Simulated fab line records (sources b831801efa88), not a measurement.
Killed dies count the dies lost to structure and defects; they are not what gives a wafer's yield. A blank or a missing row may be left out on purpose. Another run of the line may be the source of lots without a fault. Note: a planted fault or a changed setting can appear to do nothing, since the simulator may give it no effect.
Which tool is to blame?    flow sky130    Sampling: 7 lots, 21 wafers, 3 of 708 route steps

== WHAT THE GAUGES READ, wafer by wafer ==
SKY_VT_ADJUST_LVTN_TW_MEAS_21.
lot   measured      on             VT_ADJUST_LVTN_2_TW
L331  day 8 19:58   film_metro-03  186.1 186.4 186.4
L336  day 10 12:47  film_metro-02  187.0 186.0 184.5
L338  day 10 23:08  film_metro-03  29.8 29.8 30.0
L343  day 12 09:26  film_metro-03  188.0 187.8 187.4
L346  day 13 05:49  film_metro-02  185.7 185.7 186.0
L348  day 13 16:59  film_metro-02  185.2 184.7 186.4
L350  day 14 06:06  film_metro-03  186.9 186.7 186.9

== EACH LOT AND THE TOOL THAT RAN IT (in order: tool; ch and the chambers of the sampled wafers; start) ==
lot   SKY_VT_ADJUST_LVTN_STRIP_09           SKY_VT_ADJUST_LVTN_STRIP_20
L331  plasma_asher-01 ch 0,1, day 7 22:47   plasma_asher-01 ch 0,1, day 8 19:52
L336  plasma_asher-04 ch 0,1, day 9 14:12   plasma_asher-04 ch 0,1, day 10 12:41
L338  plasma_asher-04 ch 0,1, day 10 00:32  plasma_asher-04 ch 0,1, day 10 23:02
L343  plasma_asher-01 ch 0,1, day 11 08:57  plasma_asher-04 ch 0,1, day 12 09:20
L346  plasma_asher-01 ch 0,1, day 12 04:44  plasma_asher-04 ch 0,1, day 13 05:44
L348  plasma_asher-01 ch 0,1, day 12 14:23  plasma_asher-04 ch 0,1, day 13 16:53
L350  plasma_asher-01 ch 0,1, day 13 04:10  plasma_asher-01 ch 0,1, day 14 06:01
- SKY_VT_ADJUST_LVTN_STRIP_09: strips in O2/N2.
- SKY_VT_ADJUST_LVTN_STRIP_20: strips in O2/N2.

== THE ANSWER, worked out from the rows above alone ==
Rule: usual is defined by the lots themselves. The widest of any qualifying gaps counts: lots, ordered by their means at a reading, are off when they make up no more than a third of the lots, leave a main group of 4 or more, and stand apart from it by 3 or more times the standard deviation of that group's means. Not used: any main group whose means are identical at the precision the tables above print for the reading. Also off: a lot with no number at a reading for which 4 or more lots have one. All remaining lots with rows at the step are treated as sound.
Off: L338, seen at SKY_VT_ADJUST_LVTN_TW_MEAS_21 (VT_ADJUST_LVTN_2_TW). For the main group the mean is 186.3 and the standard deviation 0.77.
If a tool, at a process step before that reading, ran all the lots that are off and no sound lot after the first of them, it fits. Those tools and the gauges at SKY_VT_ADJUST_LVTN_TW_MEAS_21 are tried in the same way. One fits: plasma_asher-04 at SKY_VT_ADJUST_LVTN_STRIP_09. Its last sound lot is L336 (day 9 14:12), its first lot that is off L338 (day 10 00:32): a fault that began between those two fits.

== WHAT HAD BEEN PUT IN BY THE SIMULATOR ==
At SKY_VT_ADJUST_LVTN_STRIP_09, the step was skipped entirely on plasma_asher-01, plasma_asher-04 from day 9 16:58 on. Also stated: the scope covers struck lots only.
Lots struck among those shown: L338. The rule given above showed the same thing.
